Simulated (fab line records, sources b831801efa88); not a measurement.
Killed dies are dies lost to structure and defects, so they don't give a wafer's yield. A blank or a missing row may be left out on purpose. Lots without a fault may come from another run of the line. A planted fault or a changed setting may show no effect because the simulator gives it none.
Which tool did it? | flow sky130 | 24 lots, 72 wafers sampled, at 6 steps of a route of 708

WHAT THE GAUGES READ, wafer by wafer
SKY_VIA3_THK_MEAS_23: measures by xrf.
lot  | measured     | on            | VIA3_W_THK (nm)
L074 | day 40 00:10 | film_metro-02 | 380 382 381
L075 | day 40 11:04 | film_metro-01 | 393 392 396
L076 | day 40 18:00 | film_metro-01 | 392 390 394
L077 | day 41 03:46 | film_metro-01 | 382 388 386
L078 | day 41 06:56 | film_metro-01 | 391 392 387
L079 | day 41 18:41 | film_metro-04 | 403 386 393
L080 | day 41 20:32 | film_metro-02 | 388 379 380
L081 | day 41 23:26 | film_metro-02 | 391 379 390
L082 | day 42 08:04 | film_metro-04 | 375 388 372
L083 | day 42 18:36 | film_metro-01 | 387 383 393
L084 | day 42 18:52 | film_metro-02 | 390 389 385
L085 | day 43 02:53 | film_metro-02 | 382 393 380
L087 | day 43 16:32 | film_metro-02 | 395 389 401
L086 | day 43 18:17 | film_metro-02 | 387 392 383
L088 | day 43 18:57 | film_metro-04 | 386 399 389
L089 | day 44 06:45 | film_metro-04 | 393 397 393
L090 | day 44 14:12 | film_metro-02 | 392 388 391
L091 | day 44 18:04 | film_metro-02 | 386 383 395
L092 | day 44 21:21 | film_metro-02 | 385 395 391
L093 | day 45 09:41 | film_metro-01 | 383 386 387
L094 | day 45 13:58 | film_metro-01 | 389 401 399
L095 | day 45 16:06 | film_metro-01 | 391 389 387
L096 | day 45 23:08 | film_metro-02 | 380 398 399
L097 | day 46 05:59 | film_metro-01 | 397 391 408

SKY_VIA4_RS_MEAS_19: measures by four-point-probe.
lot  | measured     | on            | VIA4_W_RS (ohm/sq)
L074 | day 43 04:33 | film_metro-03 | 0.2311 0.2243 0.2272
L075 | day 43 14:34 | film_metro-04 | 0.2249 0.2251 0.2270
L076 | day 43 20:21 | film_metro-03 | 0.2326 0.2276 0.2279
L077 | day 44 04:46 | film_metro-03 | 0.2293 0.2266 0.2294
L078 | day 44 07:05 | film_metro-03 | 0.2249 0.2309 0.2276
L079 | day 44 20:07 | film_metro-03 | 0.2272 0.2283 0.2275
L080 | day 44 21:04 | film_metro-01 | 0.2278 0.2274 0.2274
L081 | day 45 00:32 | film_metro-04 | 0.2267 0.2257 0.2233
L082 | day 45 08:06 | film_metro-03 | 0.2303 0.2267 0.2297
L083 | day 45 17:55 | film_metro-04 | 0.2299 0.2247 0.2281
L084 | day 45 18:37 | film_metro-01 | 0.2253 0.2295 0.2243
L085 | day 46 01:04 | film_metro-04 | 0.2303 0.2334 0.2322
L087 | day 46 13:34 | film_metro-01 | 0.2295 0.2328 0.2310
L086 | day 46 16:27 | film_metro-03 | 0.2325 0.2325 0.2336
L088 | day 46 17:01 | film_metro-03 | 0.2276 0.2293 0.2245
L089 | day 47 02:16 | film_metro-01 | 0.2294 0.2341 0.2298
L090 | day 47 09:42 | film_metro-03 | 0.2336 0.2264 0.2317
L091 | day 47 13:23 | film_metro-04 | 0.2332 0.2328 0.2334
L092 | day 47 15:45 | film_metro-01 | 0.2341 0.2325 0.2324
L093 | day 48 02:53 | film_metro-03 | 0.2322 0.2334 0.2289
L094 | day 48 07:04 | film_metro-03 | 0.2305 0.2309 0.2291
L095 | day 48 08:40 | film_metro-04 | 0.2241 0.2261 0.2249
L096 | day 48 16:39 | film_metro-03 | 0.2281 0.2273 0.2284
L097 | day 48 20:20 | film_metro-04 | 0.2300 0.2263 0.2273

SKY_METAL5_THK_MEAS_06: measures by xrf.
lot  | measured     | on            | METAL5_ALCU_THK (nm)
L074 | day 43 05:19 | film_metro-03 | 1133 1137 1143
L075 | day 43 15:20 | film_metro-02 | 1130 1144 1162
L076 | day 43 21:07 | film_metro-03 | 1142 1144 1167
L077 | day 44 05:30 | film_metro-03 | 1180 1139 1148
L078 | day 44 07:51 | film_metro-03 | 1167 1151 1164
L079 | day 44 20:53 | film_metro-02 | 1137 1165 1149
L080 | day 44 21:50 | film_metro-03 | 1145 1167 1153
L081 | day 45 01:17 | film_metro-01 | 1170 1157 1156
L082 | day 45 08:52 | film_metro-03 | 1163 1141 1170
L083 | day 45 18:41 | film_metro-02 | 1139 1111 1132
L084 | day 45 19:23 | film_metro-03 | 1164 1160 1180
L085 | day 46 01:49 | film_metro-01 | 1118 1159 1134
L087 | day 46 14:20 | film_metro-02 | 1170 1118 1122
L086 | day 46 17:17 | film_metro-01 | 1138 1156 1152
L088 | day 46 17:52 | film_metro-03 | 1165 1159 1158
L089 | day 47 03:02 | film_metro-01 | 1128 1110 1121
L090 | day 47 10:28 | film_metro-02 | 1125 1118 1135
L091 | day 47 14:09 | film_metro-01 | 1116 1133 1105
L092 | day 47 16:30 | film_metro-02 | 1124 1126 1127
L093 | day 48 03:38 | film_metro-03 | 1127 1132 1139
L094 | day 48 07:50 | film_metro-02 | 1113 1117 1120
L095 | day 48 09:25 | film_metro-03 | 1153 1141 1150
L096 | day 48 17:25 | film_metro-02 | 1126 1109 1119
L097 | day 48 21:04 | film_metro-02 | 1170 1129 1157

SKY_PASSIVATION_THK_MEAS_01.
lot  | measured     | on            | PASSIVATION_CVD_00_THK (nm)
L074 | day 44 04:22 | film_metro-01 | 91.0 90.0 93.2
L075 | day 44 15:02 | film_metro-02 | 87.9 90.3 90.0
L076 | day 44 19:58 | film_metro-04 | 89.4 90.1 90.3
L077 | day 45 04:50 | film_metro-04 | 93.3 91.2 92.3
L078 | day 45 06:47 | film_metro-01 | 90.8 88.6 91.7
L079 | day 45 19:11 | film_metro-02 | 88.8 89.8 90.4
L080 | day 45 19:54 | film_metro-04 | 87.5 88.6 90.5
L081 | day 45 23:28 | film_metro-02 | 89.9 91.0 91.1
L082 | day 46 06:04 | film_metro-02 | 89.9 89.7 90.2
L083 | day 46 16:33 | film_metro-01 | 89.5 89.4 91.7
L084 | day 46 17:20 | film_metro-01 | 90.5 89.8 92.0
L085 | day 46 23:01 | film_metro-01 | 89.1 89.0 90.8
L087 | day 47 11:15 | film_metro-01 | 89.3 90.1 91.7
L086 | day 47 13:43 | film_metro-04 | 90.9 88.6 90.0
L088 | day 47 15:14 | film_metro-02 | 90.1 89.9 89.9
L089 | day 47 23:01 | film_metro-02 | 87.6 89.1 91.4
L090 | day 48 07:08 | film_metro-02 | 91.2 91.8 91.6
L091 | day 48 10:34 | film_metro-02 | 88.8 90.5 91.1
L092 | day 48 12:42 | film_metro-02 | 89.9 89.7 91.4
L093 | day 48 22:13 | film_metro-02 | 88.0 90.7 89.4
L094 | day 49 02:58 | film_metro-02 | 88.5 91.2 90.4
L095 | day 49 04:57 | film_metro-02 | 88.0 88.9 90.3
L096 | day 49 12:33 | film_metro-04 | 88.3 91.7 89.9
L097 | day 49 15:34 | film_metro-02 | 91.1 92.0 92.4

WHICH TOOL RAN EACH LOT (tool, then ch and the chambers of the sampled wafers, then the start)
lot  | SKY_VIA3_CMP_24               | SKY_METAL4_METAL_ETCH_18
L074 | cmp-02 ch 0,3, day 40 00:14   | rie_metal-01 ch 0, day 42 02:34
L075 | cmp-02 ch 1,3, day 40 11:07   | rie_metal-02 ch 0,1, day 42 13:01
L076 | cmp-01 ch 0,2, day 40 18:04   | rie_metal-02 ch 1, day 42 18:40
L077 | cmp-01 ch 0,1, day 41 03:51   | rie_metal-01 ch 0,1, day 43 04:10
L078 | cmp-01 ch 0,2,3, day 41 07:02 | rie_metal-03 ch 0,1, day 43 06:43
L079 | cmp-02 ch 0,1, day 41 18:48   | rie_metal-01 ch 0,1, day 43 19:10
L080 | cmp-01 ch 0,1,3, day 41 20:39 | rie_metal-03 ch 0,1, day 43 20:44
L081 | cmp-02 ch 1,2, day 41 23:28   | rie_metal-03 ch 0,1, day 43 23:31
L082 | cmp-01 ch 0,1,2, day 42 08:08 | rie_metal-01 ch 0,1, day 44 07:28
L083 | cmp-02 ch 0,1,2, day 42 18:47 | rie_metal-02 ch 0,1, day 44 18:13
L084 | cmp-02 ch 1,2,3, day 42 19:08 | rie_metal-01 ch 0,1, day 44 18:49
L085 | cmp-02 ch 0,2,3, day 43 03:00 | rie_metal-03 ch 0,1, day 45 01:28
L087 | cmp-01 ch 0,1,3, day 43 16:35 | rie_metal-01 ch 0,1, day 45 14:22
L086 | cmp-02 ch 0,2,3, day 43 18:20 | rie_metal-03 ch 0,1, day 45 16:49
L088 | cmp-02 ch 1,2,3, day 43 19:05 | rie_metal-01 ch 0,1, day 45 17:13
L089 | cmp-02 ch 1,2,3, day 44 06:52 | rie_metal-03 ch 0,1, day 46 03:19
L090 | cmp-01 ch 0,1,3, day 44 14:22 | rie_metal-01 ch 0,1, day 46 10:40
L091 | cmp-02 ch 2,3, day 44 18:07   | rie_metal-02 ch 0,1, day 46 15:04
L092 | cmp-01 ch 1,2,3, day 44 21:24 | rie_metal-01 ch 0,1, day 46 17:16
L093 | cmp-01 ch 1,2,3, day 45 09:46 | rie_metal-01 ch 0, day 47 04:47
L094 | cmp-01 ch 1,3, day 45 14:05   | rie_metal-03 ch 0,1, day 47 09:03
L095 | cmp-02 ch 0,1, day 45 16:09   | rie_metal-02 ch 0,1, day 47 11:09
L096 | cmp-01 ch 0,1,2, day 45 23:11 | rie_metal-02 ch 1, day 47 18:37
L097 | cmp-02 ch 1,2, day 46 06:04   | rie_metal-03 ch 0,1, day 47 23:19
- SKY_VIA3_CMP_24: polishes, stops on SiO2, t overpolish 20 s, target thk 0 nm.
- SKY_METAL4_METAL_ETCH_18: etches the open film in Cl2/BCl3, stops on SiO2, target depth 845 nm, time 183.1 s.

WHAT THE TOOLS THEMSELVES READ (means of the sampled wafers that have a number; where no wafer has one, the mark that the record gives instead)
SKY_VIA3_CMP_24.
lot  | tool   | motor_current_A (A) | overpolish_run_s (s) | time_to_endpoint_s (s)
L074 | cmp-02 | 12.0                | 19.997               | 91
L075 | cmp-02 | 11.4                | 19.996               | 96
L076 | cmp-01 | 9.5                 | 20.001               | 94
L077 | cmp-01 | 10.4                | 20.010               | 98
L078 | cmp-01 | 10.7                | 19.998               | 92
L079 | cmp-02 | 11.4                | 20.009               | 91
L080 | cmp-01 | 10.8                | 20.003               | 93
L081 | cmp-02 | 11.5                | 19.992               | 95
L082 | cmp-01 | 9.6                 | 19.999               | 96
L083 | cmp-02 | 11.7                | 20.003               | 98
L084 | cmp-02 | 11.1                | 20.000               | 91
L085 | cmp-02 | 11.3                | 19.993               | 94
L087 | cmp-01 | 10.9                | 19.998               | 105
L086 | cmp-02 | 11.7                | 19.999               | 93
L088 | cmp-02 | 11.3                | 20.001               | 94
L089 | cmp-02 | 11.3                | 20.007               | 94
L090 | cmp-01 | 10.8                | 20.005               | 102
L091 | cmp-02 | 11.5                | 20.004               | 95
L092 | cmp-01 | 10.1                | 20.006               | 97
L093 | cmp-01 | 10.3                | 20.006               | 96
L094 | cmp-01 | 10.6                | 19.991               | 100
L095 | cmp-02 | 11.2                | 20.000               | 96
L096 | cmp-01 | 9.9                 | 19.999               | 102
L097 | cmp-02 | 11.1                | 20.002               | 92

SKY_METAL4_METAL_ETCH_18.
lot  | tool         | drypump_motor_current_A (A) | mfc_cl2_sccm (sccm) | oes_product_au (a.u.) | throttle_valve_pct (%)
L074 | rie_metal-01 | 4.7                         | 60.23               | 0.868                 | 22.255
L075 | rie_metal-02 | 5.7                         | 60.17               | 0.869                 | 22.264
L076 | rie_metal-02 | 5.9                         | 59.70               | 0.866                 | 22.258
L077 | rie_metal-01 | 5.1                         | 59.79               | 0.868                 | 22.267
L078 | rie_metal-03 | 5.8                         | 59.94               | 0.870                 | 22.261
L079 | rie_metal-01 | 5.1                         | 60.03               | 0.864                 | 22.279
L080 | rie_metal-03 | 5.5                         | 59.81               | 0.870                 | 22.261
L081 | rie_metal-03 | 5.8                         | 60.11               | 0.862                 | 22.262
L082 | rie_metal-01 | 5.1                         | 59.96               | 0.866                 | 22.267
L083 | rie_metal-02 | 5.6                         | 60.03               | 0.868                 | 22.265
L084 | rie_metal-01 | 5.1                         | 59.84               | 0.865                 | 22.267
L085 | rie_metal-03 | 5.8                         | 59.94               | 0.862                 | 22.262
L087 | rie_metal-01 | 5.5                         | 60.10               | 0.867                 | 22.266
L086 | rie_metal-03 | 5.8                         | 60.02               | 0.870                 | 22.266
L088 | rie_metal-01 | 5.1                         | 59.92               | 0.876                 | 22.265
L089 | rie_metal-03 | 5.8                         | 60.12               | 0.865                 | 22.261
L090 | rie_metal-01 | 5.5                         | 59.89               | 0.860                 | 22.269
L091 | rie_metal-02 | 5.6                         | 60.09               | 0.871                 | 22.273
L092 | rie_metal-01 | 5.1                         | 60.27               | 0.868                 | 22.266
L093 | rie_metal-01 | 4.7                         | 60.00               | 0.867                 | 22.259
L094 | rie_metal-03 | 5.8                         | 60.03               | 0.865                 | 22.274
L095 | rie_metal-02 | 5.6                         | 60.09               | 0.859                 | 22.270
L096 | rie_metal-02 | 5.9                         | 60.03               | 0.880                 | 22.258
L097 | rie_metal-03 | 5.5                         | 60.10               | 0.875                 | 22.260

THE ANSWER, worked out from the rows above alone
Rule: what is usual is taken from the lots themselves. Put in order of their means at a reading, lots are off if they are a third of the lots or fewer, leave a main group of 4 or more, and stand apart from it by a gap of 3 or more times the standard deviation of the main group's means; of several such gaps the widest counts. A main group whose means are all the same, to the digits that the tables above print for the reading, isn't used. A lot without any number at a reading at which 4 lots or more have one is off too. The other lots that the step has rows for count as sound. The gauges are gone through in route order, then the tools' own readings, and for those a lot's mean is taken as printed above. The first step at which some lot is off is used, and at that step the reading that is off furthest; a lot without a number counts as furthest.
No lot is off at any reading shown: from this, nothing can be told.

WHAT THE SIMULATOR HAD PUT IN
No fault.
